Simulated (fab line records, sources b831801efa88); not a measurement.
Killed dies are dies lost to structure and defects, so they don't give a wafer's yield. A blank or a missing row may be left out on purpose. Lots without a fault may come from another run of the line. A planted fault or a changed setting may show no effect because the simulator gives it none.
Which tool did it? | flow sky130 | 12 lots, 36 wafers sampled, at 2 steps of a route of 708

WHAT THE GAUGES READ, wafer by wafer
SKY_VIA3_OVL_MEAS_13.
lot  | measured     | on         | VIA3_OVL (nm)
L267 | day 40 07:57 | overlay-01 | 3 -5 2
L268 | day 40 21:12 | overlay-02 | -6 0 -8
L269 | day 41 12:25 | overlay-01 | 4 -2 6
L271 | day 41 21:46 | overlay-02 | -5 6 -6
L277 | day 43 06:41 | overlay-01 | 0 10 5
L279 | day 43 19:37 | overlay-01 | 0 2 5
L283 | day 45 02:10 | overlay-02 | 9 6 7
L284 | day 45 08:56 | overlay-02 | 0 4 0
L285 | day 45 09:19 | overlay-01 | 0 -1 7
L286 | day 45 17:47 | overlay-02 | 0 -4 -2
L287 | day 45 20:13 | overlay-02 | 5 1 3
L288 | day 45 23:41 | overlay-02 | -2 -10 -11

WHICH TOOL RAN EACH LOT (tool, then ch and the chambers of the sampled wafers, then the start)
lot  | SKY_VIA3_SOFTBAKE_08
L267 | litho_track-04 ch 0, day 39 19:00
L268 | litho_track-03 ch 0, day 40 08:00
L269 | litho_track-02 ch 0, day 40 23:00
L271 | litho_track-04 ch 0, day 41 09:00
L277 | litho_track-02 ch 0, day 42 19:00
L279 | litho_track-02 ch 0, day 43 07:00
L283 | litho_track-03 ch 0, day 44 15:00
L284 | litho_track-04 ch 0, day 44 21:00
L285 | litho_track-03 ch 0, day 44 22:00
L286 | litho_track-03 ch 0, day 45 06:00
L287 | litho_track-04 ch 0, day 45 09:00
L288 | litho_track-03 ch 0, day 45 12:00
- SKY_VIA3_SOFTBAKE_08: time 90 s.

WHAT THE TOOLS THEMSELVES READ (means of the sampled wafers that have a number; where no wafer has one, the mark that the record gives instead)
SKY_VIA3_SOFTBAKE_08.
lot  | tool           | heater_power_total_W (W) | plate_temp_C (C) | resist_line_temp_C (C) | run_length_s (s)
L267 | litho_track-04 | 57.31                    | 99.96            | 22.96                  | 118.84
L268 | litho_track-03 | 57.41                    | 99.97            | 23.10                  | 119.17
L269 | litho_track-02 | 57.25                    | 100.02           | 22.80                  | 118.87
L271 | litho_track-04 | 57.43                    | 100.03           | 22.81                  | 118.82
L277 | litho_track-02 | 58.85                    | -                | 23.11                  | 112.33
L279 | litho_track-02 | 58.86                    | -                | 23.06                  | 112.28
L283 | litho_track-03 | 57.37                    | 100.00           | 23.07                  | 119.21
L284 | litho_track-04 | 57.43                    | 100.01           | 22.96                  | 118.91
L285 | litho_track-03 | 57.44                    | 99.72            | 23.07                  | 119.18
L286 | litho_track-03 | 57.37                    | 99.94            | 23.10                  | 119.18
L287 | litho_track-04 | 57.42                    | 99.86            | 23.04                  | 118.91
L288 | litho_track-03 | 57.44                    | 99.97            | 22.88                  | 119.26

THE ANSWER, worked out from the rows above alone
Rule: what is usual is taken from the lots themselves. Put in order of their means at a reading, lots are off if they are a third of the lots or fewer, leave a main group of 4 or more, and stand apart from it by a gap of 3 or more times the standard deviation of the main group's means; of several such gaps the widest counts. A main group whose means are all the same, to the digits that the tables above print for the reading, isn't used. A lot without any number at a reading at which 4 lots or more have one is off too. The other lots that the step has rows for count as sound. The gauges are gone through in route order, then the tools' own readings, and for those a lot's mean is taken as printed above. The first step at which some lot is off is used, and at that step the reading that is off furthest; a lot without a number counts as furthest.
Off: L277, L279, at SKY_VIA3_SOFTBAKE_08 (plate_temp_C). Without a number there: L277, L279. The main group: mean 99.95 C, standard deviation 0.089.
A tool fits if, at that step or a process step before it, it ran every lot that is off, and no sound lot after the first of them. One fits: litho_track-02 at SKY_VIA3_SOFTBAKE_08. Its last sound lot is L269 (day 40 23:00), its first lot that is off L277 (day 42 19:00): a fault that began between those two fits.
The tool's own readings at SKY_VIA3_SOFTBAKE_08 bear it out: on the lots that are off they differ by more than 5 times the standard deviation of the sound lots' means. heater_power_total_W reads 58.86 W there against 57.39 W on the sound lots; run_length_s reads 112.31 s there against 119.03 s on the sound lots.
Blank at SKY_VIA3_SOFTBAKE_08 on the lots that are off, where sound lots have numbers: plate_temp_C.

WHAT THE SIMULATOR HAD PUT IN
Process parameter drift: litho_track-02, from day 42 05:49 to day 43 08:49, at SKY_VIA3_SOFTBAKE_08. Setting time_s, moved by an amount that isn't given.
Lots struck among those shown: L277, L279. The rule above found the same.
